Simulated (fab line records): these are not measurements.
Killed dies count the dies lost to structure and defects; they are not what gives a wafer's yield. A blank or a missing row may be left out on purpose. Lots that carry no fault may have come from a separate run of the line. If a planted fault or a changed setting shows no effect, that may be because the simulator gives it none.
fab line records -- flow sky130
[record] lots = 14, wafers = 42, last-day = 50
route steps=708 shown LI_CONTACT@364 LOCAL_INTERCONNECT@387
lots untouched by any fault: they come from a run of this same line in which no faults occurred
start-h: start of the lot's first displayed wafer, in hours after the record's first day -- wait-h: hours from the lot's prior step to this one -- " identical to the entry in the row above -- L1.1+2: a row that stands for several wafers -- - no value present, or no start provided -- * or withheld: withheld -- < > ~ a bound
route shown NAME@n: NAME is a module with steps in the file, n the number in the route of the first one -- usual: mean/standard deviation of fault-free wafers -- same: alike in all rows -- chamber/n: place in a boat -- sites: each site's reading -- _std_site: standard deviation across them -- _edge_site: inner sites' mean taken away from outer sites' mean -- radius-mm: how far each site lies from the wafer's centre -- mask NAME#n: copy n -- behind: the most recent tool/chamber to have shaped the wafer -- hold: the reason the lot was held/the length of the hold in hours/how it ended -- device: which transistor (n, p or np) failed to switch -- end of line: tests run on the same wafers once the route is complete -- for a step that has no rows: nothing shown but its recipe -- killed: the dies lost at the first sort to structure and to defects; this is not the yield of the wafer -- map: per-die view of a wafer (x killed, . not killed, _ where there is no die)
set.NAME: the setting the step ran with; set.NAME@STEP: the setting that earlier step ran with -- model.NAME: the simulator's own value behind a step, which no gauge read
steps of the route over a sample of lots; a table a step, a row a wafer
services: from which hour (start-h, from the record's first day; less than 0 if before it) a tool's chamber was out of use, for how many hours, and why
[[steps]]
[step SKY_LI_CONTACT_CMP_02]
[recipe] material = PSG, down-force-psi = 4, platen-rpm = 60, pad-velocity-m-s = 0.94248
[usual] motor-current-A = 12.0/1.6, time-to-endpoint-s = 36.8/2.9
lot.wafer,tool,chamber,start-h,wait-h,motor-current-A,time-to-endpoint-s
L782.4,cmp-01,3,671.74,0.0,12.7,31.8
L782.2,cmp-01,0,671.74,0.0,13.5,35.2
L782.3,cmp-01,2,671.74,0.0,13.8,38.2
L783.3,cmp-01,1,675.80,0.0,12.1,35.4
L783.5,cmp-01,1,675.80,0.0,12.6,35.7
L783.6,cmp-01,2,675.80,0.0,13.0,35.5
L785.3,cmp-01,1,696.39,0.0,12.9,34.0
L785.1,cmp-01,3,696.39,0.0,13.8,33.3
L785.5,cmp-01,2,696.39,0.0,13.1,36.0
L788.2,cmp-01,0,719.55,0.0,13.2,32.7
L788.3,cmp-01,2,719.55,0.0,14.3,38.7
L788.6,cmp-01,0,719.55,0.0,14.7,31.5
L789.2,cmp-02,3,726.03,0.1,11.7,32.9
L789.6,cmp-02,2,726.03,0.1,10.0,42.4
L789.5,cmp-02,3,726.03,0.1,12.2,37.1
L790.3,cmp-02,2,739.20,0.1,10.6,38.3
L790.2,cmp-02,3,739.20,0.1,12.9,34.3
L790.1,cmp-02,0,739.20,0.1,9.5,37.8
L791.3,cmp-02,0,745.58,0.1,9.8,38.0
L791.6,cmp-02,2,745.58,0.1,9.5,39.2
L791.5,cmp-02,3,745.58,0.1,13.1,35.6
L794.2,cmp-01,1,767.48,0.1,12.5,35.5
L794.1,cmp-01,3,767.48,0.1,13.9,36.1
L794.6,cmp-01,1,767.48,0.1,12.3,34.3
L797.2,cmp-01,2,792.63,0.1,14.7,33.9
L797.5,cmp-01,0,792.63,0.1,13.5,26.9
L797.6,cmp-01,1,792.63,0.1,12.3,34.8
L798.1,cmp-02,3,801.11,0.1,12.2,34.9
L798.3,cmp-02,2,801.11,0.1,10.3,38.8
L798.5,cmp-02,3,801.11,0.1,12.1,34.5
L799.3,cmp-02,1,802.80,0.1,10.2,37.1
L799.4,cmp-02,2,802.80,0.1,10.5,35.8
L799.6,cmp-02,3,802.80,0.1,12.0,40.0
L800.1,cmp-02,1,813.55,0.1,10.3,34.8
L800.2,cmp-02,2,813.55,0.1,10.5,40.4
L800.6,cmp-02,0,813.55,0.1,9.8,38.8
L801.4,cmp-01,1,823.15,0.1,13.4,37.4
L801.2,cmp-01,2,823.15,0.1,13.4,40.5
L801.6,cmp-01,3,823.15,0.1,13.3,36.0
L802.4,cmp-01,3,831.74,0.1,13.7,35.0
L802.1,cmp-01,0,831.74,0.1,13.8,35.4
L802.6,cmp-01,1,831.74,0.1,12.7,35.7
[step SKY_LOCAL_INTERCONNECT_SPUTTER_00]
[recipe] material = TiN, target-thk-nm = 100, temp-c = 300, power-w = 6500, time-s = 83.3, chamber-pressure-pa = 0.4
[usual] cathode-dc-power-W = 6499.9/1.2, throttle-valve-pct = 30.0/0.94
lot.wafer,tool,chamber,start-h,wait-h,cathode-dc-power-W,throttle-valve-pct
L782.2,pvd-sputter-02,-,702.23,0.1,6498.0,29.0
L782.3,pvd-sputter-02,-,702.23,0.1,6498.6,29.5
L782.4,pvd-sputter-02,-,702.23,0.1,6498.4,29.7
L783.3,pvd-sputter-04,-,706.05,0.2,6497.4,29.5
L783.5,pvd-sputter-04,-,706.05,0.2,6501.7,31.7
L783.6,pvd-sputter-04,-,706.05,0.2,6498.3,29.8
L785.1,pvd-sputter-02,-,724.69,0.1,6500.2,29.5
L785.3,pvd-sputter-02,-,724.69,0.1,6499.6,31.1
L785.5,pvd-sputter-02,-,724.69,0.1,6499.9,29.6
L788.2,pvd-sputter-02,-,749.09,0.1,6500.9,31.0
L788.3,pvd-sputter-02,-,749.09,0.1,6499.4,29.0
L788.6,pvd-sputter-02,-,749.09,0.1,6499.4,31.2
L789.2,pvd-sputter-03,-,755.34,0.1,6500.4,31.7
L789.5,pvd-sputter-03,-,755.34,0.1,6499.6,30.1
L789.6,pvd-sputter-03,-,755.34,0.1,6501.3,29.5
L790.1,pvd-sputter-02,-,767.93,0.1,6501.9,29.8
L790.2,pvd-sputter-02,-,767.93,0.1,6501.5,29.5
L790.3,pvd-sputter-02,-,767.93,0.1,6499.8,31.0
L791.3,pvd-sputter-03,-,774.74,0.1,6501.1,28.9
L791.5,pvd-sputter-03,-,774.74,0.1,6499.1,29.2
L791.6,pvd-sputter-03,-,774.74,0.1,6499.1,30.2
L794.1,pvd-sputter-02,-,796.09,0.2,6498.9,31.3
L794.2,pvd-sputter-02,-,796.09,0.2,6501.6,29.8
L794.6,pvd-sputter-02,-,796.09,0.2,6499.0,31.0
L797.2,pvd-sputter-02,-,820.33,0.1,6499.9,29.2
L797.5,pvd-sputter-02,-,820.33,0.1,6501.9,29.0
L797.6,pvd-sputter-02,-,820.33,0.1,6500.5,29.6
L798.1,pvd-sputter-02,-,828.83,0.2,6501.5,29.7
L798.3,pvd-sputter-02,-,828.83,0.2,6500.1,29.9
L798.5,pvd-sputter-02,-,828.83,0.2,6497.3,31.1
L799.3,pvd-sputter-02,-,830.30,0.1,6500.5,29.9
L799.4,pvd-sputter-02,-,830.30,0.1,6496.4,28.9
L799.6,pvd-sputter-02,-,830.30,0.1,6499.4,29.4
L800.1,pvd-sputter-02,-,841.25,0.2,6501.5,29.5
L800.2,pvd-sputter-02,-,841.25,0.2,6499.5,29.1
L800.6,pvd-sputter-02,-,841.25,0.2,6497.1,29.4
L801.2,pvd-sputter-03,-,851.28,0.2,6500.8,29.2
L801.4,pvd-sputter-03,-,851.28,0.2,6501.5,30.1
L801.6,pvd-sputter-03,-,851.28,0.2,6500.8,31.8
L802.1,pvd-sputter-02,-,859.19,0.2,6499.0,29.4
L802.4,pvd-sputter-02,-,859.19,0.2,6499.0,29.1
L802.6,pvd-sputter-02,-,859.19,0.2,6501.5,29.5
[step SKY_LOCAL_INTERCONNECT_THK_MEAS_02]
[recipe] thk-meas-gauge = xrf, reads = TiN_of_LOCAL_INTERCONNECT_SPUTTER_00
[usual] LOCAL_INTERCONNECT_TIN_THK = 101.2/1.3
lot.wafer,tool,chamber,start-h,wait-h,LOCAL_INTERCONNECT_TIN_THK[nm]
L782.2,film-metro-02,-,702.43,0.1,99.9
L782.3,film-metro-02,-,702.43,0.1,100.7
L782.4,film-metro-02,-,702.43,0.1,100.2
L783.3,film-metro-01,-,706.25,0.1,100.7
L783.5,film-metro-01,-,706.25,0.1,98.9
L783.6,film-metro-01,-,706.25,0.1,100.7
L785.1,film-metro-04,-,724.87,0.1,102.2
L785.3,film-metro-04,-,724.87,0.1,101.6
L785.5,film-metro-04,-,724.87,0.1,102.4
L788.2,film-metro-02,-,749.28,0.1,101.0
L788.3,film-metro-02,-,749.28,0.1,101.4
L788.6,film-metro-02,-,749.28,0.1,100.3
L789.2,film-metro-01,-,755.53,0.1,101.9
L789.5,film-metro-01,-,755.53,0.1,100.0
L789.6,film-metro-01,-,755.53,0.1,99.6
L790.1,film-metro-04,-,768.12,0.1,100.3
L790.2,film-metro-04,-,768.12,0.1,100.0
L790.3,film-metro-04,-,768.12,0.1,99.3
L791.3,film-metro-04,-,774.94,0.1,100.6
L791.5,film-metro-04,-,774.94,0.1,101.3
L791.6,film-metro-04,-,774.94,0.1,101.0
L794.1,film-metro-02,-,796.27,0.1,100.7
L794.2,film-metro-02,-,796.27,0.1,100.7
L794.6,film-metro-02,-,796.27,0.1,100.5
L797.2,film-metro-04,-,820.53,0.1,100.8
L797.5,film-metro-04,-,820.53,0.1,101.1
L797.6,film-metro-04,-,820.53,0.1,100.9
L798.1,film-metro-04,-,829.02,0.1,101.8
L798.3,film-metro-04,-,829.02,0.1,101.8
L798.5,film-metro-04,-,829.02,0.1,101.2
L799.3,film-metro-02,-,830.51,0.1,101.4
L799.4,film-metro-02,-,830.51,0.1,101.6
L799.6,film-metro-02,-,830.51,0.1,100.7
L800.1,film-metro-04,-,841.43,0.1,100.8
L800.2,film-metro-04,-,841.43,0.1,101.2
L800.6,film-metro-04,-,841.43,0.1,101.9
L801.2,film-metro-04,-,851.48,0.1,100.3
L801.4,film-metro-04,-,851.48,0.1,101.7
L801.6,film-metro-04,-,851.48,0.1,103.1
L802.1,film-metro-02,-,859.37,0.1,102.0
L802.4,film-metro-02,-,859.37,0.1,103.0
L802.6,film-metro-02,-,859.37,0.1,102.1
[step SKY_LOCAL_INTERCONNECT_DEVELOP_10]
[recipe] develop-time-s = 60, resist = KrF-thick, dev-temp-c = 21
[usual] chill-plate-temp-C = 23.00/0.12, develop-time-s = 60/0, resist-line-temp-C = 23.02/0.11
lot.wafer,tool,chamber,start-h,wait-h,chill-plate-temp-C,develop-time-s,resist-line-temp-C
L782.2,litho-track-02,0,730,-,23.04,60,22.94
L782.3,litho-track-02,0,730,-,23.17,60,22.72
L782.4,litho-track-02,0,730,-,23.16,60,22.88
L783.3,litho-track-03,0,734,-,22.92,60,22.94
L783.5,litho-track-03,0,734,-,22.96,60,22.90
L783.6,litho-track-03,0,734,-,22.76,60,23.09
L785.1,litho-track-03,0,752,-,22.99,60,23.08
L785.3,litho-track-03,0,752,-,23.07,60,23.04
L785.5,litho-track-03,0,752,-,22.86,60,23.03
L788.2,litho-track-04,0,776,-,23.13,60,23.03
L788.3,litho-track-04,0,776,-,23.11,60,23.03
L788.6,litho-track-04,0,776,-,23.08,60,22.99
L789.2,litho-track-03,-,782,-,-,-,-
L789.5,litho-track-03,-,782,-,-,-,-
L789.6,litho-track-03,-,782,-,-,-,-
L790.1,litho-track-02,-,795,-,-,-,-
L790.2,litho-track-02,-,795,-,-,-,-
L790.3,litho-track-02,-,795,-,-,-,-
L791.3,litho-track-03,0,801,-,23.10,60,22.88
L791.5,litho-track-03,0,801,-,23.10,60,23.07
L791.6,litho-track-03,0,801,-,22.99,60,22.83
L794.1,litho-track-03,0,822,-,23.08,60,23.04
L794.2,litho-track-03,0,822,-,23.04,60,23.07
L794.6,litho-track-03,0,822,-,23.10,60,23.11
L797.2,litho-track-04,0,845,-,22.71,60,23.24
L797.5,litho-track-04,0,845,-,22.84,60,23.17
L797.6,litho-track-04,0,845,-,22.81,60,23.24
L798.1,litho-track-02,0,855,-,23.12,60,23.18
L798.3,litho-track-02,0,855,-,23.05,60,23.14
L798.5,litho-track-02,0,855,-,23.20,60,23.05
L799.3,litho-track-04,0,856,-,23.07,60,23.05
L799.4,litho-track-04,0,856,-,23.03,60,22.97
L799.6,litho-track-04,0,856,-,23.11,60,22.81
L800.1,litho-track-04,0,867,-,22.93,60,22.95
L800.2,litho-track-04,0,867,-,23.01,60,23.02
L800.6,litho-track-04,0,867,-,23.05,60,22.90
L801.2,litho-track-03,0,877,-,22.87,60,22.91
L801.4,litho-track-03,0,877,-,22.89,60,23.02
L801.6,litho-track-03,0,877,-,23.01,60,22.91
L802.1,litho-track-04,0,884,-,22.95,60,22.84
L802.4,litho-track-04,0,884,-,23.06,60,22.88
L802.6,litho-track-04,0,885,-,23.07,60,22.85
[[services]]
tool,chamber,start-h,hours,kind
pvd-sputter-02,-,654.61,3.3,repair
cmp-01,-,665.48,2.8,repair
cmp-02,-,665.70,4.2,repair
pvd-sputter-04,-,679.11,2.3,repair
cmp-01,-,684.87,1.6,repair
cmp-01,-,715.90,0.4,repair
pvd-sputter-02,-,736.23,1.5,repair
cmp-01,-,744.00,4.0,pm
cmp-01,-,748.00,-,consumable-replace:conditioner
cmp-01,-,748.00,-,consumable-replace:pad
cmp-02,-,749.52,0.8,repair
cmp-01,-,755.87,2.6,repair
pvd-sputter-03,-,764.37,10.1,repair
cmp-02,-,818.82,0.6,repair
cmp-01,-,828.66,0.9,repair
cmp-01,-,833.51,5.5,pm
pvd-sputter-04,-,850.48,5.6,repair
cmp-02,-,869.22,4.9,pm
[[key]]
[first-sign] step = SKY_LOCAL_INTERCONNECT_DEVELOP_10, reading = tool-record, direction = missing
effect none on later readings
met-at SKY_LOCAL_INTERCONNECT_DEVELOP_10
struck-lots L789,L790
later-rows-left-out L789.2,L789.5,L789.6,L790.1,L790.2,L790.3
sort-left-out L789.2,L789.5,L789.6,L790.1,L790.2,L790.3
tester-left-out L789,L790
not-acting-at SKY_LI_CONTACT_CMP_02,SKY_LOCAL_INTERCONNECT_SPUTTER_00,SKY_LOCAL_INTERCONNECT_THK_MEAS_02
onset-between 752 782
[fault] kind = skipped-step-whole, tool = litho-track-02,litho-track-03, chamber = -, onset-h = 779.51, steps = SKY_LOCAL_INTERCONNECT_DEVELOP_10, scope = struck-lots-only
// tester-left-out: of these lots the tester's yield and bins aren't shown, on N5 and GAA mostly nor the transistor test; their killed dies are dies lost to structure and defects alone, not to doping, threshold or leakage, so they don't give the yield
// sort-left-out: the simulated sort isn't trusted on such a fault, so these wafers' sort isn't shown, and their yield isn't known
// later-rows-left-out: the simulator's readings of these wafers behind a module that went badly wrong aren't trusted and aren't shown, but for the sort
